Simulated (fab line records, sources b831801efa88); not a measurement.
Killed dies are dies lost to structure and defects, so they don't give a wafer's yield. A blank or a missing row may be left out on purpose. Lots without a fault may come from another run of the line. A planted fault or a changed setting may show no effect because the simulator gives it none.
Which tool did it? | flow sky130 | 24 lots, 72 wafers sampled, at 5 steps of a route of 708

WHAT THE GAUGES READ, wafer by wafer
SKY_LOCAL_INTERCONNECT_THK_MEAS_02: measures by xrf. Usual: LOCAL_INTERCONNECT_TIN_THK 99.7 nm, standard deviation 1.2.
lot  | measured     | on            | LOCAL_INTERCONNECT_TIN_THK (nm) | flag
L074 | day 28 21:52 | film_metro-04 | 99.6 97.3 97.6                  |
L075 | day 29 14:29 | film_metro-04 | 99.3 99.0 98.4                  |
L076 | day 29 20:38 | film_metro-04 | 98.9 99.1 99.4                  |
L077 | day 30 02:04 | film_metro-02 | 101.3 99.5 99.5                 |
L078 | day 30 05:57 | film_metro-03 | 98.5 100.0 99.8                 |
L079 | day 30 14:46 | film_metro-02 | 101.5 101.5 100.8               |
L080 | day 31 09:19 | film_metro-04 | 100.8 101.1 100.8               |
L081 | day 32 00:12 | film_metro-04 | 98.6 98.5 97.4                  |
L082 | day 32 20:10 | film_metro-02 | 101.9 101.9 101.2               |
L083 | day 33 01:23 | film_metro-04 | 99.2 98.9 99.7                  |
L085 | day 33 06:37 | film_metro-02 | 98.9 98.2 99.5                  |
L084 | day 33 07:43 | film_metro-02 | 99.9 99.1 99.5                  |
L086 | day 33 12:26 | film_metro-02 | 100.4 99.8 100.3                |
L088 | day 34 01:37 | film_metro-03 | 98.4 98.9 99.3                  |
L087 | day 34 09:13 | film_metro-03 | 100.0 100.4 100.3               |
L090 | day 34 22:25 | film_metro-02 | 101.6 101.2 99.9                |
L089 | day 34 22:46 | film_metro-04 | 96.5 98.9 97.1                  |
L091 | day 35 10:02 | film_metro-02 | 98.6 100.5 98.9                 |
L092 | day 35 10:04 | film_metro-03 | 100.0 100.1 99.4                |
L093 | day 35 10:57 | film_metro-03 | 99.4 99.5 99.2                  |
L095 | day 35 22:33 | film_metro-04 | 101.1 101.7 100.9               |
L094 | day 35 22:55 | film_metro-03 | 97.0 97.4 99.4                  |
L096 | day 36 07:25 | film_metro-03 | 99.7 99.7 97.6                  |
L097 | day 36 12:10 | film_metro-03 | 101.1 100.9 100.2               |

SKY_LOCAL_INTERCONNECT_CD_MEAS_11: target cd 170 nm. Usual: cd_nm 170.2 nm, standard deviation 1.6.
lot  | measured     | on        | cd_nm (nm)        | flag
L074 | day 30 01:14 | cd_sem-02 | 169.9 169.4 170.2 |
L075 | day 30 18:20 | cd_sem-01 | 168.5 168.4 168.4 |
L076 | day 31 00:14 | cd_sem-02 | 169.7 170.8 170.1 |
L077 | day 31 05:46 | cd_sem-01 | 168.9 170.4 169.4 |
L078 | day 31 09:47 | cd_sem-02 | 166.7 166.4 166.5 |
L079 | day 31 18:18 | cd_sem-01 | 172.0 172.7 174.3 |
L080 | day 32 13:06 | cd_sem-02 | 171.8 172.1 170.9 |
L081 | day 33 03:18 | cd_sem-01 | 171.1 170.6 171.2 |
L082 | day 33 23:11 | cd_sem-01 | 169.3 169.8 171.1 |
L083 | day 34 04:00 | cd_sem-02 | 170.8 169.3 171.1 |
L085 | day 34 08:52 | cd_sem-01 | 172.2 171.2 169.6 |
L084 | day 34 10:01 | cd_sem-01 | 171.3 169.8 170.8 |
L086 | day 34 14:27 | cd_sem-02 | 169.2 168.6 168.7 |
L088 | day 35 04:06 | cd_sem-01 | 170.1 170.6 171.7 |
L087 | day 35 10:47 | cd_sem-01 | 168.2 168.0 168.6 |
L090 | day 36 00:51 | cd_sem-02 | 172.9 173.1 172.1 |
L089 | day 36 01:08 | cd_sem-02 | 170.8 172.0 171.4 |
L091 | day 36 10:52 | cd_sem-02 | 171.9 173.3 172.4 |
L092 | day 36 11:51 | cd_sem-02 | 169.6 169.0 169.4 |
L093 | day 36 12:50 | cd_sem-01 | 167.5 167.8 167.5 |
L095 | day 36 23:33 | cd_sem-02 | 170.2 169.6 169.6 |
L094 | day 37 00:38 | cd_sem-02 | 171.2 172.2 171.1 |
L096 | day 37 09:04 | cd_sem-02 | 171.9 172.3 172.4 |
L097 | day 37 14:12 | cd_sem-01 | 168.4 169.0 167.9 |

SKY_LOCAL_INTERCONNECT_OVL_MEAS_12. Usual: LOCAL_INTERCONNECT_OVL 0 nm, standard deviation 6.
lot  | measured     | on         | LOCAL_INTERCONNECT_OVL (nm) | flag
L074 | day 30 01:20 | overlay-02 | -2 2 -6                     |
L075 | day 30 18:25 | overlay-01 | -11 -3 -5                   |
L076 | day 31 00:22 | overlay-02 | -9 -9 -4                    |
L077 | day 31 05:53 | overlay-02 | -6 -7 -3                    |
L078 | day 31 09:55 | overlay-01 | -1 -4 3                     |
L079 | day 31 18:25 | overlay-02 | -7 -6 -1                    |
L080 | day 32 13:13 | overlay-02 | -4 0 -3                     |
L081 | day 33 03:23 | overlay-02 | -12 -4 -17                  |
L082 | day 33 23:19 | overlay-01 | 0 -3 5                      |
L083 | day 34 04:04 | overlay-02 | -1 -6 -5                    |
L085 | day 34 08:58 | overlay-02 | 2 -1 -6                     |
L084 | day 34 10:07 | overlay-02 | 2 1 7                       |
L086 | day 34 14:34 | overlay-02 | 1 2 1                       |
L088 | day 35 04:11 | overlay-01 | 12 8 9                      |
L087 | day 35 10:55 | overlay-02 | 1 -2 10                     |
L090 | day 36 00:58 | overlay-02 | 4 6 1                       |
L089 | day 36 01:16 | overlay-01 | 3 -3 4                      |
L091 | day 36 10:58 | overlay-02 | 2 2 3                       |
L092 | day 36 11:55 | overlay-01 | -15 -18 -7                  |
L093 | day 36 12:56 | overlay-02 | 7 9 -6                      |
L095 | day 36 23:40 | overlay-01 | 3 -4 2                      |
L094 | day 37 00:43 | overlay-02 | 6 10 2                      |
L096 | day 37 09:11 | overlay-01 | 6 12 7                      |
L097 | day 37 14:19 | overlay-02 | -6 -14 -2                   |

SKY_CONTACT_BOW_MEAS_05. Usual: CONTACT_BOW 81 um, standard deviation 7.2.
lot  | measured     | on            | CONTACT_BOW (um) | flag
L074 | day 30 02:38 | film_metro-02 | 81 80 84         |
L075 | day 30 19:46 | film_metro-01 | 79 83 76         |
L076 | day 31 01:53 | film_metro-01 | 80 87 82         |
L077 | day 31 07:08 | film_metro-01 | 87 76 88         |
L078 | day 31 11:11 | film_metro-02 | 80 82 74         |
L079 | day 31 19:50 | film_metro-02 | 90 83 90         |
L080 | day 32 14:29 | film_metro-01 | 73 70 79         |
L081 | day 33 04:41 | film_metro-02 | 66 97 75         |
L082 | day 34 00:34 | film_metro-03 | 86 81 86         |
L083 | day 34 05:23 | film_metro-03 | 81 88 84         |
L085 | day 34 10:17 | film_metro-02 | 83 82 88         |
L084 | day 34 11:26 | film_metro-03 | 85 78 93         |
L086 | day 34 15:50 | film_metro-02 | 76 82 83         |
L088 | day 35 05:40 | film_metro-02 | 102 86 84        |
L087 | day 35 12:13 | film_metro-03 | 77 69 70         |
L090 | day 36 02:14 | film_metro-01 | 87 82 89         |
L089 | day 36 02:31 | film_metro-03 | 100 84 87        |
L091 | day 36 12:18 | film_metro-01 | 82 84 88         |
L092 | day 36 13:16 | film_metro-02 | 78 75 65         |
L093 | day 36 14:40 | film_metro-01 | 89 77 85         |
L095 | day 37 01:03 | film_metro-03 | 72 72 88         |
L094 | day 37 02:02 | film_metro-01 | 72 64 72         |
L096 | day 37 10:26 | film_metro-03 | 86 79 83         |
L097 | day 37 15:42 | film_metro-02 | 75 84 77         |

WHICH TOOL RAN EACH LOT (tool, then ch and the chambers of the sampled wafers, then the start)
lot  | SKY_LOCAL_INTERCONNECT_SPUTTER_00
L074 | pvd_sputter-01, day 28 21:40
L075 | pvd_sputter-01, day 29 14:17
L076 | pvd_sputter-02, day 29 20:26
L077 | pvd_sputter-01, day 30 01:53
L078 | pvd_sputter-02, day 30 05:46
L079 | pvd_sputter-04, day 30 14:35
L080 | pvd_sputter-01, day 31 09:08
L081 | pvd_sputter-02, day 31 23:59
L082 | pvd_sputter-02, day 32 19:59
L083 | pvd_sputter-01, day 33 01:11
L085 | pvd_sputter-01, day 33 06:26
L084 | pvd_sputter-04, day 33 07:31
L086 | pvd_sputter-02, day 33 12:15
L088 | pvd_sputter-01, day 34 01:24
L087 | pvd_sputter-04, day 34 09:02
L090 | pvd_sputter-04, day 34 22:14
L089 | pvd_sputter-01, day 34 22:35
L091 | pvd_sputter-01, day 35 09:50
L092 | pvd_sputter-04, day 35 09:52
L093 | pvd_sputter-04, day 35 10:46
L095 | pvd_sputter-04, day 35 22:22
L094 | pvd_sputter-01, day 35 22:43
L096 | pvd_sputter-01, day 36 07:14
L097 | pvd_sputter-02, day 36 11:59
- SKY_LOCAL_INTERCONNECT_SPUTTER_00: material TiN, target thk 100 nm, time 83.3 s.

WHAT THE TOOLS THEMSELVES READ (means of the sampled wafers that have a number; where no wafer has one, the mark that the record gives instead)
SKY_LOCAL_INTERCONNECT_SPUTTER_00. Usual: substrate_temp_c 300.01 C, standard deviation 0.18; throttle_valve_pct 29.7 %, standard deviation 1.1.
lot  | tool           | substrate_temp_c (C) | throttle_valve_pct (%) | flag
L074 | pvd_sputter-01 | 300.00               | 28.5                   |
L075 | pvd_sputter-01 | 300.05               | 28.6                   |
L076 | pvd_sputter-02 | 299.93               | 30.2                   |
L077 | pvd_sputter-01 | 299.92               | 28.4                   |
L078 | pvd_sputter-02 | 300.14               | 29.7                   |
L079 | pvd_sputter-04 | 299.91               | 30.1                   |
L080 | pvd_sputter-01 | 300.19               | 28.5                   |
L081 | pvd_sputter-02 | 300.07               | 31.1                   |
L082 | pvd_sputter-02 | 300.11               | 30.9                   |
L083 | pvd_sputter-01 | 299.77               | 28.5                   |
L085 | pvd_sputter-01 | 300.22               | 28.7                   |
L084 | pvd_sputter-04 | 300.11               | 30.1                   |
L086 | pvd_sputter-02 | 300.10               | 30.6                   |
L088 | pvd_sputter-01 | 300.02               | 29.2                   |
L087 | pvd_sputter-04 | 300.12               | 30.0                   |
L090 | pvd_sputter-04 | 300.00               | 30.1                   |
L089 | pvd_sputter-01 | 300.00               | 28.8                   |
L091 | pvd_sputter-01 | 300.05               | 29.1                   |
L092 | pvd_sputter-04 | 300.03               | 30.5                   |
L093 | pvd_sputter-04 | 300.06               | 30.2                   |
L095 | pvd_sputter-04 | 299.93               | 30.4                   |
L094 | pvd_sputter-01 | 299.91               | 28.9                   |
L096 | pvd_sputter-01 | 299.98               | 28.9                   |
L097 | pvd_sputter-02 | 300.11               | 30.1                   |

THE ANSWER, worked out from the rows above alone
Rule: a lot is off if the mean of its wafers that have a number lies more than 3 standard deviations from the usual mean. A lot without any number at a reading at which 4 lots or more have one is off too. The other lots that the step has rows for count as sound. The gauges are gone through in route order, then the tools' own readings, and for those a lot's mean is taken as printed above. The first step at which some lot is off is used, and at that step the reading that is off furthest; a lot without a number counts as furthest.
No lot is off at any reading shown: from this, nothing can be told.

WHAT THE SIMULATOR HAD PUT IN
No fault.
